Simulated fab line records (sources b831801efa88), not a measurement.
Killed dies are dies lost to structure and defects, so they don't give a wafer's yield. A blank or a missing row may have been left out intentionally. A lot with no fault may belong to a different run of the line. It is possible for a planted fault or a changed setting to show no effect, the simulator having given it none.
Matching of chambers | flow sky130 | SKY_LI_CONTACT_ETCH_14 on rieDiel-02 has 4 sister chambers
The step etches BARC in N2/H2, stops on SiO2, time 45.9 s, target depth 60 nm. 14 wafers are shown with their chamber, then 7 later ones without.

## EACH WAFER AND ITS CHAMBER
wafer  | chamber | drypumpMotorCurrentA (A) | oesProductAu (a.u.) | throttleValvePct (%)
L887.2 | 3       | 6.4                      | 0.853               | 13.219
L887.3 | 2       | 5.9                      | 0.850               | 13.226
L887.5 | 2       | 5.9                      | 0.848               | 13.237
L888.2 | 1       | 6.2                      | 0.862               | 13.235
L888.5 | 3       | 6.5                      | 0.848               | 13.214
L888.6 | 0       | 5.6                      | 0.843               | 13.229
L891.1 | 2       | 5.9                      | 0.857               | 13.226
L891.2 | 0       | 5.6                      | 0.847               | 13.239
L891.6 | 1       | 6.1                      | 0.857               | 13.213
L892.1 | 0       | 5.7                      | 0.856               | 13.240
L892.2 | 3       | 6.5                      | 0.852               | 13.226
L892.4 | 3       | 6.4                      | 0.852               | 13.229
L895.1 | 3       | 6.4                      | 0.849               | 13.223
L895.4 | 2       | 5.9                      | 0.849               | 13.211

SIGNATURES (means of the wafers above)
reading              | chamber 0 | chamber 1 | chamber 2 | chamber 3 | scatter within a chamber
drypumpMotorCurrentA | 5.633     | 6.150     | 5.900     | 6.440     | 0.0486
oesProductAu         | 0.84867   | 0.85950   | 0.85100   | 0.85080   | 0.00412
throttleValvePct     | 13.23600  | 13.22400  | 13.22500  | 13.22220  | 0.00893
Rule: a wafer lies at a distance from a chamber equal to the root of the sum of squares, over the readings, of (its reading less the chamber's mean, divided by the reading's scatter). The wafer belongs to the nearest chamber; if the next one is less than 2 further off, it can't be placed. How the scatter is found: for the shown wafers, subtract from each reading the mean of its chamber, square and add these, divide the total by (wafers less chambers), then take the root.

## WAFERS WITH NO CHAMBER GIVEN
wafer  | drypumpMotorCurrentA (A) | oesProductAu (a.u.) | throttleValvePct (%)
L895.5 | 6.4                      | 0.858               | 13.221
L896.1 | 5.6                      | 0.852               | 13.223
L896.4 | 6.4                      | 0.854               | 13.226
L896.5 | 5.9                      | 0.853               | 13.218
L900.2 | 5.9                      | 0.857               | 13.207
L900.4 | 5.6                      | 0.853               | 13.240
L900.6 | 5.9                      | 0.857               | 13.205

## WHICH CHAMBER EACH ONE RAN IN
wafer  | from the rows above | in truth
L895.5 | 3                   | 3
L896.1 | 0                   | 0
L896.4 | 3                   | 3
L896.5 | 2                   | 2
L900.2 | 2                   | 2
L900.4 | 0                   | 0
L900.6 | 2                   | 2
Placed correctly: 7 of 7. Left unplaced by these rows: 0. Number placed wrongly: 0.
